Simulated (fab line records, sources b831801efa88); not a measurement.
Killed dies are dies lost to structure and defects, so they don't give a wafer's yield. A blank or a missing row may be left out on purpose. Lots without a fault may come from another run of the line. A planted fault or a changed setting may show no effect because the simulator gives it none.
fab line records | flow sky130
record lots=7 wafers=21 last_day=49
route steps=708 shown VIA2@521 METAL3@532 PAD_OPEN@708
lots that met no fault: from a run of the same line without faults
start_h: hours from the record's first day to the start of the lot's first wafer shown | wait_h: hours since the lot's step before | " the same as in the row above | L1.1+2: a row that stands for several wafers | - no value, or no start given | * or withheld: withheld | < > ~ a bound
route shown NAME@n: a module of which the file shows steps, and the number in the route of the first | usual: mean/standard deviation of fault-free wafers | same: alike in all rows | chamber/n: place in a boat | sites: the reading at each site | _std_site: their standard deviation | _edge_site: outer sites' mean less inner sites' | radius_mm: how far each site lies from the wafer's centre | mask NAME#n: copy n | behind: the tool/chamber that last shaped the wafer | hold: why the lot was held/for how many hours/how that ended | device: the transistor (n, p or np) that didn't switch | end of line: the same wafers' tests at the end of the route | a step without rows: its recipe alone | killed: dies lost to structure and defects at the first sort, not the wafer's yield | map: a wafer's dies, x killed, . not, _ none there
set.NAME: the setting as run; set.NAME@STEP: as run at that earlier step | model.NAME: the simulator's own value behind a step, which no gauge read
lots at some steps of the route; a table a step, a row a wafer
services: from which hour (start_h, from the record's first day; less than 0 if before it) a tool's chamber was out of use, for how many hours, and why
## steps
# step SKY_VIA2_ETCH_14
# recipe chemistry=N2/H2 target=BARC ion_energy_ev=200 source_w=500 bias_w=100 pressure_mtorr=30 n2_flow_sccm=100 h2_flow_sccm=200 stop_on=SiO2 time_s=45.9 target_depth_a=600
# usual drypump_motor_current_A=5.7/0.38 oes_product_au=0.855/0.0047 throttle_valve_pct=13.224/0.0095
# columns lot.wafer tool chamber start_h wait_h drypump_motor_current_A oes_product_au rf_hours_counter_h throttle_valve_pct
L548.2 rie_diel-01 1 841.47 0.0 5.4 0.857 16 13.215
L548.3 " 2 " " 5.8 0.856 9 13.217
L548.4 " 1 " " 5.4 0.865 - 13.212
L554.1 rie_diel-01 0 899.37 0.0 5.1 0.864 13 13.243
L554.4 " 2 " " 5.8 0.852 11 13.208
L554.5 " 0 " " 5.1 0.853 - 13.221
L557.1 rie_diel-02 0 918.82 0.0 6.0 0.855 7 13.218
L557.3 " 3 " " 5.8 0.859 4 13.218
L557.6 " 0 " " 6.0 0.847 - 13.220
L560.1 rie_diel-01 3 935.02 0.0 5.6 0.858 2 13.205
L560.4 " 0 " " 5.2 0.852 14 13.217
L560.5 " 1 " " 5.4 0.859 - 13.210
L562.1 rie_diel-01 3 959.22 0.0 5.6 0.850 2 13.226
L562.2 " 2 " " 5.8 0.853 12 13.238
L562.6 " 0 " " 5.2 0.849 - 13.223
L566.1 rie_diel-03 2 981.07 0.0 5.8 0.864 3 13.219
L566.5 " 3 " " 6.1 0.853 - 13.219
L566.6 " 2 " " 5.9 0.855 - 13.228
L567.1 rie_diel-02 3 982.72 0.0 5.8 0.850 6 13.234
L567.5 " 2 " " 6.5 0.853 - 13.212
L567.6 " 3 " " 5.8 0.849 - 13.233
# step SKY_VIA2_ETCH_15
# recipe target=SiO2 chemistry=C4F8/O2/Ar target_depth_nm=546 stop_on=TiN mask_material=KrF-thick source_w=1500 bias_w=1200 pressure_mtorr=40 c4f8_flow_sccm=withheld O2_flow_sccm=6 Ar_flow_sccm=300 time_s=84
# step SKY_VIA2_STRIP_16
# recipe chemistry=O2/N2 power_w=1400 pressure_mtorr=1500 platen_temp_c=withheld o2_flow_sccm=3000 n2_flow_sccm=300 overash_fraction=0.5
# usual drypump_motor_current_A=5.7/0.73 oes_product_au=0.399/0.005 strip_time_to_endpoint_s=4.065/0.024
# columns lot.wafer tool chamber start_h wait_h drypump_motor_current_A oes_product_au rf_hours_counter_h strip_time_to_endpoint_s
L548.2 plasma_asher-04 1 841.57 0.0 6.7 0.402 102 4.065
L548.3 " 1 " " 6.7 0.404 - 4.095
L548.4 " 0 " " 6.6 0.401 - 4.047
L554.1 plasma_asher-01 1 899.48 0.0 6.3 0.396 77 4.070
L554.4 " 1 " " 6.3 0.388 - 4.088
L554.5 " 1 " " 6.3 0.392 - 4.072
L557.1 plasma_asher-01 1 918.92 0.0 6.3 0.401 79 4.053
L557.3 " 0 " " 4.7 0.397 - 4.053
L557.6 " 0 " " 4.7 0.398 - 4.069
L560.1 plasma_asher-04 0 935.13 0.0 6.6 0.406 110 4.034
L560.4 " 1 " " 6.7 0.395 - 4.030
L560.5 " 0 " " 6.6 0.401 - 4.045
L562.1 plasma_asher-02 0 959.32 0.0 5.7 0.408 52 4.053
L562.2 " 1 " " 5.7 0.404 52 4.091
L562.6 " 0 " " 5.7 0.403 - 4.033
L566.1 plasma_asher-01 1 981.18 0.0 6.3 0.398 85 4.027
L566.5 " 1 " " 6.3 0.399 - 4.039
L566.6 " 0 " " 4.7 0.394 - 4.043
L567.1 plasma_asher-01 1 982.82 0.0 6.3 0.403 85 4.048
L567.5 " 0 " " 4.7 0.397 - 4.055
L567.6 " 1 " " 6.2 0.399 - 4.051
# step SKY_VIA2_STRIP_17
# recipe chemistry=post_etch_residue_remover time_s=1200 temp_c=72.5
# step SKY_VIA2_CLEAN_18
# recipe chemistry=IPA time_s=180 temp_c=25
# step SKY_VIA2_CLEAN_19
# recipe chemistry=O3/DIW dry=n2_spin
# step SKY_VIA2_SPUTTER_20
# recipe material=TiN target_thk_nm=20 chamber_pressure_pa=5 power_w=4000 time_s=80
# step SKY_VIA2_CVD_21
# recipe material=W target_thk_nm=420 time_s=126.4 temp_c=400 pressure_torr=40
# usual chamber_pressure_Torr=40.00/0.1 heater_power_w=835/98
# columns lot.wafer tool chamber start_h wait_h chamber_pressure_Torr heater_power_w
L548.2 cvd_w-01 0 842.26 0.0 40.00 903
L548.3 " 0 " " 39.80 883
L548.4 " 1 " " 39.86 772
L554.1 cvd_w-01 0 900.14 0.0 40.03 907
L554.4 " 1 " " 40.26 770
L554.5 " 0 " " 40.21 922
L557.1 cvd_w-01 1 919.65 0.0 39.95 773
L557.3 " 1 " " 40.08 773
L557.6 " 0 " " 40.14 854
L560.1 cvd_w-02 0 935.83 0.0 39.91 731
L560.4 " 1 " " 39.94 987
L560.5 " 0 " " 40.08 715
L562.1 cvd_w-02 1 960.08 0.0 40.17 944
L562.2 " 0 " " 40.01 727
L562.6 " 0 " " 40.10 712
L566.1 cvd_w-01 0 981.83 0.0 40.03 869
L566.5 " 1 " " 39.82 775
L566.6 " 0 " " 40.12 895
L567.1 cvd_w-01 1 983.48 0.0 39.98 776
L567.5 " 0 " " 39.92 880
L567.6 " 1 " " 40.13 771
# step SKY_VIA2_RS_MEAS_22
# recipe thk_meas_gauge=four-point-probe reads=W_of_VIA2_CVD_21+TiN_of_VIA2_SPUTTER_20
# usual VIA2_W_RS=0.2733/0.0028
# columns lot.wafer tool chamber start_h wait_h VIA2_W_RS[ohm/sq]
L548.2 film_metro-02 - 842.41 0.1 0.2715
L548.3 " - " " 0.2732
L548.4 " - " " 0.2702
L554.1 film_metro-04 - 900.27 0.1 0.2742
L554.4 " - " " 0.2733
L554.5 " - " " 0.2739
L557.1 film_metro-04 - 919.78 0.1 0.2740
L557.3 " - " " 0.2713
L557.6 " - " " 0.2732
L560.1 film_metro-03 - 935.96 0.1 0.2745
L560.4 " - " " 0.2732
L560.5 " - " " 0.2751
L562.1 film_metro-02 - 960.21 0.1 0.2793
L562.2 " - " " 0.2735
L562.6 " - " " 0.2770
L566.1 film_metro-04 - 981.96 0.1 0.2753
L566.5 " - " " 0.2749
L566.6 " - " " 0.2782
L567.1 film_metro-03 - 983.61 0.1 0.2672
L567.5 " - " " 0.2685
L567.6 " - " " 0.2705
# step SKY_VIA2_THK_MEAS_23
# recipe thk_meas_gauge=xrf reads=W_of_VIA2_CVD_21
# usual VIA2_W_THK=434/6.3
# columns lot.wafer tool chamber start_h wait_h VIA2_W_THK[nm]
L548.2 film_metro-02 - 842.52 0.1 445
L548.3 " - " " 441
L548.4 " - " " 446
L554.1 film_metro-04 - 900.39 0.1 435
L554.4 " - " " 439
L554.5 " - " " 441
L557.1 film_metro-04 - 919.90 0.1 430
L557.3 " - " " 434
L557.6 " - " " 430
L560.1 film_metro-03 - 936.08 0.1 427
L560.4 " - " " 430
L560.5 " - " " 432
L562.1 film_metro-02 - 960.33 0.1 433
L562.2 " - " " 442
L562.6 " - " " 434
L566.1 film_metro-04 - 982.08 0.1 432
L566.5 " - " " 431
L566.6 " - " " 424
L567.1 film_metro-03 - 983.73 0.1 443
L567.5 " - " " 444
L567.6 " - " " 438
# step SKY_VIA2_CMP_24
# recipe stop_on=SiO2 t_overpolish_s=20 down_force_psi=3.5 platen_rpm=60 target_thk_nm=0 pad_velocity_m_s=0.94248
# usual head_pressure_psi=3.502/0.0077 motor_current_A=11.4/1.3 overpolish_run_s=20.000/0.0096 time_to_endpoint_s=104/3.9
# columns lot.wafer tool chamber start_h wait_h head_pressure_psi motor_current_A overpolish_run_s time_to_endpoint_s
L548.4 cmp-01 0 842.57 0.0 3.501 10.9 19.993 106
L548.2 " 2 " " 3.508 12.2 20.022 108
L548.3 " 3 " " 3.496 13.7 19.994 105
L554.4 cmp-02 1 900.50 0.1 3.516 11.1 19.999 98
L554.1 " 2 " " 3.504 10.6 19.988 104
L554.5 " 1 " " 3.499 10.6 19.999 97
L557.3 cmp-01 1 920.01 0.1 3.509 9.7 19.992 102
L557.1 " 2 " " 3.501 12.1 20.005 104
L557.6 " 1 " " 3.502 9.9 20.004 107
L560.4 cmp-02 3 936.24 0.1 3.495 10.4 19.999 105
L560.1 " 0 " " 3.501 13.5 19.996 103
L560.5 " 1 " " 3.498 11.0 20.003 98
L562.2 cmp-02 3 960.44 0.1 3.501 9.8 19.986 102
L562.1 " 0 " " 3.499 13.5 20.005 102
L562.6 " 2 " " 3.501 10.7 20.009 105
L566.1 cmp-02 3 982.29 0.2 3.497 10.4 19.982 104
L566.5 " 0 " " 3.499 12.6 20.000 103
L566.6 " 1 " " 3.504 10.7 20.013 100
L567.1 cmp-02 2 983.94 0.2 3.507 10.3 19.991 107
L567.6 " 3 " " 3.499 10.1 19.998 108
L567.5 " 0 " " 3.504 13.0 19.992 106
# step SKY_METAL3_SPUTTER_00
# recipe material=Ti target_thk_nm=15 power_w=3000 time_s=10 chamber_pressure_pa=0.4
# usual chamber_pressure_pa=0.3999/0.00072 throttle_valve_pct=29.9/0.61
# columns lot.wafer tool chamber start_h wait_h chamber_pressure_pa throttle_valve_pct
L548.2 pvd_sputter-01 - 842.87 0.1 0.4002 30.4
L548.3 " - " " 0.3978 29.8
L548.4 " - " " 0.4010 29.3
L554.1 pvd_sputter-04 - 900.75 0.1 0.3992 30.0
L554.4 " - " " 0.3996 30.0
L554.5 " - " " 0.4002 30.4
L557.1 pvd_sputter-04 - 920.26 0.1 0.3997 30.2
L557.3 " - " " 0.3991 29.5
L557.6 " - " " 0.4006 29.8
L560.1 pvd_sputter-04 - 936.46 0.1 0.3991 29.5
L560.4 " - " " 0.3999 30.2
L560.5 " - " " 0.3999 29.6
L562.1 pvd_sputter-04 - 960.69 0.1 0.3996 29.9
L562.2 " - " " 0.3998 29.5
L562.6 " - " " 0.4002 30.5
L566.1 pvd_sputter-02 - 982.44 0.1 0.4008 30.5
L566.5 " - " " 0.3991 29.9
L566.6 " - " " 0.4002 29.0
L567.1 pvd_sputter-02 - 984.09 0.1 0.4002 30.9
L567.5 " - " " 0.3989 29.6
L567.6 " - " " 0.3996 29.0
# step SKY_METAL3_SPUTTER_01
# recipe material=TiN target_thk_nm=20 power_w=6500 time_s=16.7 chamber_pressure_pa=0.4
# usual chamber_pressure_pa=0.4000/0.00086 throttle_valve_pct=29.8/0.59
# columns lot.wafer tool chamber start_h wait_h chamber_pressure_pa throttle_valve_pct
L548.2 pvd_sputter-01 - 842.89 0.0 0.3997 30.2
L548.3 " - " " 0.3982 29.8
L548.4 " - " " 0.3994 29.0
L554.1 pvd_sputter-04 - 900.78 0.0 0.4001 29.9
L554.4 " - " " 0.4007 29.7
L554.5 " - " " 0.4012 30.5
L557.1 pvd_sputter-04 - 920.28 0.0 0.4397 28.6
L557.3 " - " " 0.4394 28.1
L557.6 " - " " 0.4407 28.3
L560.1 pvd_sputter-04 - 936.48 0.0 0.4407 28.0
L560.4 " - " " 0.4410 28.8
L560.5 " - " " 0.4396 28.5
L562.1 pvd_sputter-04 - 960.72 0.0 0.4398 28.5
L562.2 " - " " 0.4390 27.9
L562.6 " - " " 0.4395 29.3
L566.1 pvd_sputter-02 - 982.46 0.0 0.3999 30.9
L566.5 " - " " 0.3998 29.7
L566.6 " - " " 0.4019 28.8
L567.1 pvd_sputter-02 - 984.12 0.0 0.4001 30.6
L567.5 " - " " 0.4007 29.9
L567.6 " - " " 0.4003 29.0
# step SKY_METAL3_SPUTTER_02
# recipe material=AlCu target_thk_nm=735 power_w=10600 time_s=39.1 chamber_pressure_pa=0.4
# step SKY_PAD_OPEN_PROBE_99
# usual defect_limited_yield=82.5/1.9 killed_at_M0_to_M3=43/6.7 killed_at_M4_up=3.2/1.9 killed_at_contacts=24/5.9 killed_at_front_end=15/4.1 killed_at_other=0.3/0.56 killed_dies=86/9.5 killed_open=47/7.4 killed_short=39/5.5 sort_bin_3_pad_short=0.8/0.4 sort_bin_5_function=10.4/1.4 sort_bin_6_memory=6.2/1.2 sort_n_pass=406/9.5 sort_yield_pct=82.5/1.9
# same gross_dies=492 killed_at_back_side=0 sort_bin_4_leakage[%]=0 sort_bin_8_speed[%]=0
# columns lot.wafer tool chamber start_h wait_h defect_limited_yield[%] killed_at_M0_to_M3 killed_at_M4_up killed_at_contacts killed_at_front_end killed_at_other killed_dies killed_open killed_short sort_bin_3_pad_short[%] sort_bin_5_function[%] sort_bin_6_memory[%] sort_n_pass sort_yield_pct[%]
L548.2 prober-01 - 1070.57 0.1 79.7 42 3 40 15 0 100 58 42 1.2 10.8 8.3 392 79.7
L548.3 prober-01 - 1070.62 0.2 82.1 42 5 28 13 0 88 48 40 0.8 10.8 6.3 404 82.1
L548.4 prober-01 - 1070.67 0.2 82.5 49 0 30 7 0 86 47 39 0.8 10.8 5.9 406 82.5
L554.1 prober-01 - 1118.29 0.1 84.1 39 3 21 15 0 78 38 40 1.4 9.8 4.7 414 84.1
L554.4 prober-01 - 1118.44 0.2 80.9 41 8 31 14 0 94 48 46 1.2 9.1 8.7 398 80.9
L554.5 prober-01 - 1118.49 0.2 81.9 42 1 25 19 2 89 43 46 0.6 9.6 7.9 403 81.9
L557.1 prober-01 - 1131.63 0.1 84.8 48 4 12 11 0 75 40 35 0.4 8.5 6.3 417 84.8
L557.3 prober-01 - 1131.73 0.2 80.5 47 7 22 19 1 96 51 44 1.0 11.6 6.9 396 80.5
L557.6 prober-01 - 1131.88 0.2 84.6 32 4 22 18 0 76 42 33 1.0 8.3 6.1 416 84.6
L560.1 prober-01 - 1143.88 0.1 85.2 39 4 19 11 0 73 36 37 0.6 8.9 5.3 419 85.2
L560.4 prober-01 - 1144.03 0.2 83.1 36 1 34 12 0 83 40 43 0.4 10.6 5.9 409 83.1
L560.5 prober-01 - 1144.08 0.2 83.1 45 5 22 11 0 83 47 36 0.4 11.2 5.3 409 83.1
L562.1 prober-01 - 1162.20 0.1 82.3 35 4 37 11 0 87 40 47 0.4 11.8 5.5 405 82.3
L562.2 prober-01 - 1162.25 0.1 80.7 37 6 37 14 1 95 54 41 0.8 11.8 6.7 397 80.7
L562.6 prober-01 - 1162.45 0.2 85.0 38 3 14 19 0 74 33 41 0.6 10.2 4.3 418 85.0
L566.1 prober-01 - 1176.54 0.1 83.5 44 5 17 15 0 81 45 36 0.6 10.4 5.5 411 83.5
L566.5 prober-01 - 1176.74 0.2 80.3 46 3 32 16 0 97 56 41 1.6 11.2 6.9 395 80.3
L566.6 prober-01 - 1176.79 0.2 81.7 46 5 23 16 0 90 51 39 1.0 9.8 7.5 402 81.7
L567.1 prober-02 - 1179.83 0.1 82.1 41 5 21 21 0 88 53 35 1.2 11.0 5.7 404 82.1
L567.5 prober-02 - 1180.03 0.2 82.5 47 3 22 13 1 86 43 43 1.0 10.8 5.7 406 82.5
L567.6 prober-02 - 1180.08 0.2 82.7 49 2 20 13 1 85 45 40 0.4 10.8 6.1 407 82.7
# killed by level:class
L548.2 CONTACT:geometric_particle:open=18 METAL1:geometric_particle:short=8 LI_CONTACT:geometric_particle:open=7 CONTACT:geometric_particle:short=7 VIA1:geometric_particle:open=7 VIA2:geometric_particle:open=6 FIELD_ISO:geometric_particle:open=5 METAL2:geometric_particle:short=5
L548.3 CONTACT:geometric_particle:open=14 VIA2:geometric_particle:open=8 LI_CONTACT:geometric_particle:open=7 VIA1:geometric_particle:short=6 VIA1:geometric_particle:open=6 LI_CONTACT:geometric_particle:short=5 METAL2:geometric_particle:short=5 METAL4:geometric_particle:short=5
L548.4 CONTACT:geometric_particle:open=15 VIA1:geometric_particle:short=9 VIA1:geometric_particle:open=8 VIA2:geometric_particle:open=7 LI_CONTACT:geometric_particle:open=6 VIA3:geometric_particle:open=6 METAL1:geometric_particle:short=5 CONTACT:geometric_particle:short=5
L554.1 METAL2:geometric_particle:short=10 CONTACT:geometric_particle:open=9 VIA1:geometric_particle:open=7 FIELD_ISO:geometric_particle:open=6 METAL1:geometric_particle:short=6 LOCAL_INTERCONNECT:geometric_particle:short=5 FIELD_ISO:geometric_particle:short=3 LI_CONTACT:geometric_particle:open=3
L554.4 CONTACT:geometric_particle:open=11 CONTACT:geometric_particle:short=6 METAL2:geometric_particle:short=6 LI_CONTACT:geometric_particle:open=5 VIA1:geometric_particle:open=5 VIA1:geometric_particle:short=5 VIA2:geometric_particle:open=5 VIA3:geometric_particle:open=5
L554.5 CONTACT:geometric_particle:open=10 VIA2:geometric_particle:open=8 METAL1:geometric_particle:short=7 METAL2:geometric_particle:short=7 POLY_GATE:geometric_particle:open=6 VIA1:geometric_particle:open=5 LOCAL_INTERCONNECT:geometric_particle:short=5 FIELD_ISO:geometric_particle:short=4
L557.1 VIA1:geometric_particle:open=10 METAL1:geometric_particle:short=8 VIA2:geometric_particle:open=7 METAL2:geometric_particle:short=5 VIA3:geometric_particle:open=5 POLY_GATE:geometric_particle:open=4 LI_CONTACT:geometric_particle:open=4 CONTACT:geometric_particle:open=4
L557.3 VIA2:geometric_particle:open=11 CONTACT:geometric_particle:open=8 FIELD_ISO:geometric_particle:open=7 VIA1:geometric_particle:open=7 METAL1:geometric_particle:short=6 VIA3:geometric_particle:open=6 METAL4:geometric_particle:short=6 LOCAL_INTERCONNECT:geometric_particle:short=5
L557.6 VIA1:geometric_particle:open=9 CONTACT:geometric_particle:open=8 FIELD_ISO:geometric_particle:open=7 LI_CONTACT:geometric_particle:open=5 CONTACT:geometric_particle:short=5 VIA1:geometric_particle:short=4 VIA2:geometric_particle:open=4 METAL3:geometric_particle:short=4
L560.1 CONTACT:geometric_particle:open=8 METAL2:geometric_particle:short=7 VIA3:geometric_particle:open=7 METAL1:geometric_particle:short=6 LOCAL_INTERCONNECT:geometric_particle:short=5 VIA2:geometric_particle:open=5 FIELD_ISO:geometric_particle:open=4 VIA3:geometric_particle:short=4
L560.4 CONTACT:geometric_particle:open=10 CONTACT:geometric_particle:short=9 FIELD_ISO:geometric_particle:open=6 LOCAL_INTERCONNECT:geometric_particle:short=6 METAL2:geometric_particle:short=6 VIA2:geometric_particle:open=6 LI_CONTACT:geometric_particle:short=5 VIA1:geometric_particle:short=4
L560.5 CONTACT:geometric_particle:open=10 VIA2:geometric_particle:open=9 LI_CONTACT:geometric_particle:open=7 VIA3:geometric_particle:open=7 VIA1:geometric_particle:open=7 METAL2:geometric_particle:short=7 LOCAL_INTERCONNECT:geometric_particle:short=4 METAL4:geometric_particle:short=4
L562.1 CONTACT:geometric_particle:short=11 CONTACT:geometric_particle:open=9 LOCAL_INTERCONNECT:geometric_particle:short=8 VIA1:geometric_particle:open=8 METAL2:geometric_particle:short=7 VIA3:geometric_particle:open=6 LI_CONTACT:geometric_particle:open=5 VIA2:geometric_particle:open=4
L562.2 CONTACT:geometric_particle:open=17 LI_CONTACT:geometric_particle:open=8 VIA1:geometric_particle:open=8 VIA3:geometric_particle:open=5 POLY_GATE:geometric_particle:short=4 LI_CONTACT:geometric_particle:short=4 VIA2:geometric_particle:open=4 METAL4:geometric_particle:short=4
L562.6 VIA3:geometric_particle:short=6 POLY_GATE:geometric_particle:open=6 VIA1:geometric_particle:open=6 POLY_GATE:geometric_particle:short=5 CONTACT:geometric_particle:open=5 METAL2:geometric_particle:short=5 VIA3:geometric_particle:open=4 CONTACT:geometric_particle:short=4
L566.1 VIA1:geometric_particle:open=8 VIA2:geometric_particle:open=8 LI_CONTACT:geometric_particle:open=5 LOCAL_INTERCONNECT:geometric_particle:short=5 VIA1:geometric_particle:short=5 FIELD_ISO:geometric_particle:open=4 CONTACT:geometric_particle:open=4 METAL2:geometric_particle:short=4
L566.5 VIA2:geometric_particle:open=12 CONTACT:geometric_particle:open=10 VIA1:geometric_particle:open=9 LI_CONTACT:geometric_particle:open=8 LOCAL_INTERCONNECT:geometric_particle:short=8 METAL2:geometric_particle:short=5 VIA3:geometric_particle:open=5 FIELD_ISO:geometric_particle:short=4
L566.6 VIA1:geometric_particle:open=12 LI_CONTACT:geometric_particle:open=9 VIA2:geometric_particle:short=7 CONTACT:geometric_particle:open=6 FIELD_ISO:geometric_particle:open=5 VIA3:geometric_particle:open=5 FIELD_ISO:geometric_particle:short=4 VIA1:geometric_particle:short=4
L567.1 VIA1:geometric_particle:open=11 VIA3:geometric_particle:open=10 CONTACT:geometric_particle:open=7 LI_CONTACT:geometric_particle:open=7 METAL2:geometric_particle:short=7 SPACER:geometric_particle:open=5 CONTACT:geometric_particle:short=5 FIELD_ISO:geometric_particle:short=4
L567.5 VIA1:geometric_particle:open=10 METAL1:geometric_particle:short=8 CONTACT:geometric_particle:open=8 LI_CONTACT:geometric_particle:open=6 FIELD_ISO:geometric_particle:open=4 METAL2:geometric_particle:short=4 METAL1:geometric_particle:open=4 VIA1:geometric_particle:short=4
L567.6 VIA1:geometric_particle:open=14 LI_CONTACT:geometric_particle:open=8 VIA1:geometric_particle:short=6 METAL3:geometric_particle:short=5 LOCAL_INTERCONNECT:geometric_particle:short=5 CONTACT:geometric_particle:open=5 METAL2:geometric_particle:short=5 VIA3:geometric_particle:open=5
## services
# columns tool chamber start_h hours kind
cmp-01 - 823.34 2.7 repair
rie_diel-01 0 824.04 4.0 repair
pvd_sputter-01 - 831.88 1.1 repair
cmp-01 - 836.44 1.8 repair
cmp-01 - 836.74 0.4 repair
rie_diel-03 2 845.24 3.2 repair
cmp-02 - 856.57 5.7 pm
pvd_sputter-01 - 861.93 0.6 repair
pvd_sputter-04 - 887.68 1.5 repair
pvd_sputter-01 - 895.57 10.5 repair
plasma_asher-04 - 896.18 2.8 pm
cvd_w-01 - 904.00 14.0 pm
cvd_w-01 0 904.00 14.0 vent_cycle
plasma_asher-04 - 904.44 11.5 repair
pvd_sputter-02 - 908.03 4.5 repair
cmp-02 - 910.91 1.6 repair
cmp-02 - 912.51 4.0 pm
rie_diel-02 1 924.99 16.3 repair
cmp-02 - 938.62 0.6 repair
rie_diel-01 - 949.93 0.2 repair
rie_diel-03 2 964.26 13.7 repair
cvd_w-02 1 969.02 3.4 repair
cmp-02 - 973.58 1.8 repair
cmp-02 - 975.37 4.2 pm
## key
first_sign step=SKY_METAL3_SPUTTER_01 reading=chamber_pressure_pa direction=up sigmas=46 usual=0.4000 struck=0.4399
effect step=SKY_METAL3_SPUTTER_01 reading=throttle_valve_pct direction=down sigmas=2.4 usual=29.8 struck=28.4
met_at SKY_METAL3_SPUTTER_01
struck_wafers L557.1,L557.3,L557.6,L560.1,L560.4,L560.5,L562.1,L562.2,L562.6
onset_between 900.78 920.28
fault kind=process_parameter_drift tool=pvd_sputter-04 chamber=- onset_h=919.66 steps=SKY_METAL3_SPUTTER_01 channel=chamber_pressure_pa offset=0.040124 shape=step end_h=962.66 acts_in=these_recipes_only stated=0.4
